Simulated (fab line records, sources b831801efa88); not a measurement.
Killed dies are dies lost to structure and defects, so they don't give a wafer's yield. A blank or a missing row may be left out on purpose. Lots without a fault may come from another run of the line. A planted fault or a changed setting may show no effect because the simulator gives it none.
Tool commonality check | flow sky130 | 11 lots, 33 wafers sampled

WHY IT WAS OPENED
At SKY_VIA4_THK_MEAS_01 the reading VIA4_HDPCVD_THK is flagged on 2 of 11 lots. Wafers without a fault read 1749 nm, standard deviation 17.
Rule: a lot is flagged when every wafer of it that has a number lies more than 4 standard deviations from that mean, or none has a number. The other lots count as sound.

lot  | measured     | on            | VIA4_HDPCVD_THK (nm), wafer by wafer | flag
L819 | day 42 16:32 | film_metro-01 | 1731 1740 1725                       |
L821 | day 43 08:48 | film_metro-02 | 1750 1754 1754                       |
L822 | day 43 15:19 | film_metro-03 | 1415 1414 1398                       | FLAGGED
L823 | day 44 08:57 | film_metro-01 | 1780 1762 1776                       |
L824 | day 44 12:56 | film_metro-02 | 1387 1412 1377                       | FLAGGED
L834 | day 46 14:22 | film_metro-03 | 1754 1748 1772                       |
L837 | day 47 08:42 | film_metro-03 | 1726 1750 1763                       |
L838 | day 47 13:56 | film_metro-02 | 1743 1748 1763                       |
L839 | day 47 16:38 | film_metro-01 | 1762 1749 1776                       |
L840 | day 47 19:15 | film_metro-02 | 1738 1733 1740                       |
L842 | day 48 14:04 | film_metro-02 | 1721 1745 1740                       |
The numbers of the flagged lots are 1400 nm on average: -348 nm against the usual, or -20 standard deviations.

WHICH TOOL RAN EACH LOT
The record holds 3 process steps before the reading, out of a route of 708 steps. In each cell: the tool, then ch and the chambers that the sampled wafers went through, then the start.
lot  | flag    | SKY_VIA3_STRIP_16                    | SKY_CAP2M_SPUTTER_02         | SKY_VIA4_HDPCVD_00
L819 |         | plasma_asher-03 ch 0,1, day 40 12:15 | pvd_sputter-02, day 40 13:45 | hdpcvd-01 ch 0,1,2, day 42 16:22
L821 |         | plasma_asher-02 ch 1, day 41 04:15   | pvd_sputter-01, day 41 05:44 | hdpcvd-01 ch 0,2, day 43 08:37
L822 | FLAGGED | plasma_asher-04 ch 0,1, day 41 10:17 | pvd_sputter-02, day 41 11:52 | hdpcvd-01 ch 0,1,2, day 43 15:07
L823 |         | plasma_asher-03 ch 0,1, day 42 05:11 | pvd_sputter-02, day 42 06:52 | hdpcvd-02 ch 0,1, day 44 08:46
L824 | FLAGGED | plasma_asher-02 ch 0,1, day 42 10:14 | pvd_sputter-02, day 42 11:51 | hdpcvd-01 ch 1,2, day 44 12:46
L834 |         | plasma_asher-04 ch 0,1, day 44 15:04 | pvd_sputter-02, day 44 16:31 | hdpcvd-02 ch 0,1, day 46 14:10
L837 |         | plasma_asher-02 ch 0,1, day 45 09:51 | pvd_sputter-04, day 45 11:22 | hdpcvd-01 ch 0,1,2, day 47 08:31
L838 |         | plasma_asher-03 ch 0,1, day 45 15:32 | pvd_sputter-02, day 45 17:25 | hdpcvd-01 ch 0,1, day 47 13:46
L839 |         | plasma_asher-04 ch 0,1, day 45 17:59 | pvd_sputter-01, day 45 19:31 | hdpcvd-01 ch 0,1,2, day 47 16:26
L840 |         | plasma_asher-04 ch 0,1, day 45 22:31 | pvd_sputter-04, day 45 23:58 | hdpcvd-01 ch 0,2, day 47 19:03
L842 |         | plasma_asher-02 ch 0,1, day 46 17:38 | pvd_sputter-02, day 46 19:08 | hdpcvd-01 ch 0,1,2, day 48 13:52
What these steps do:
- SKY_VIA3_STRIP_16: strips in O2/N2.
- SKY_CAP2M_SPUTTER_02: material TiN, target thk 200 nm, time 166.7 s.
- SKY_VIA4_HDPCVD_00: deposits SiO2, target thk 1750 nm, time 291.7 s.
- SKY_VIA4_THK_MEAS_01

FLAGGED OVER TOTAL, TOOL BY TOOL (the gauges that took the reading come last)
step                 | tool            | lots run | flagged | share of the flagged lots | sound lots run after its first flagged lot
SKY_VIA3_STRIP_16    | plasma_asher-02 | 4        | 1       | some                      | 2 (L837,L842)
SKY_VIA3_STRIP_16    | plasma_asher-03 | 3        | 0       | none                      | -
SKY_VIA3_STRIP_16    | plasma_asher-04 | 4        | 1       | some                      | 3 (L834,L839,L840)
SKY_CAP2M_SPUTTER_02 | pvd_sputter-01  | 2        | 0       | none                      | -
SKY_CAP2M_SPUTTER_02 | pvd_sputter-02  | 7        | 2       | all                       | 4 (L823,L834,L838,L842)
SKY_CAP2M_SPUTTER_02 | pvd_sputter-04  | 2        | 0       | none                      | -
SKY_VIA4_HDPCVD_00   | hdpcvd-01       | 9        | 2       | all                       | 5 (L837,L838,L839,L840,L842)
SKY_VIA4_HDPCVD_00   | hdpcvd-02       | 2        | 0       | none                      | -
SKY_VIA4_THK_MEAS_01 | film_metro-01   | 3        | 0       | none                      | -
SKY_VIA4_THK_MEAS_01 | film_metro-02   | 5        | 1       | some                      | 3 (L838,L840,L842)
SKY_VIA4_THK_MEAS_01 | film_metro-03   | 3        | 1       | some                      | 2 (L834,L837)

WHAT THE TABLE ALLOWS
2 rows of the table ran every flagged lot: pvd_sputter-02 at SKY_CAP2M_SPUTTER_02, hdpcvd-01 at SKY_VIA4_HDPCVD_00.
- pvd_sputter-02 at SKY_CAP2M_SPUTTER_02: 2 of its 7 lots flagged. Sound lots ran on it after the first flagged one (L823, L834, L838, L842), which a lasting fault on the whole tool wouldn't allow.
- hdpcvd-01 at SKY_VIA4_HDPCVD_00: 2 of its 9 lots flagged. Sound lots ran on it after the first flagged one (L837, L838, L839, L840, L842), which a lasting fault on the whole tool wouldn't allow. Its own readings lie more than 4 standard deviations out on every wafer of the flagged lots: sih4_flow_sccm.
No row of the table ran every flagged lot and no sound lot after the first.

WHAT THE SIMULATOR HAD PUT IN
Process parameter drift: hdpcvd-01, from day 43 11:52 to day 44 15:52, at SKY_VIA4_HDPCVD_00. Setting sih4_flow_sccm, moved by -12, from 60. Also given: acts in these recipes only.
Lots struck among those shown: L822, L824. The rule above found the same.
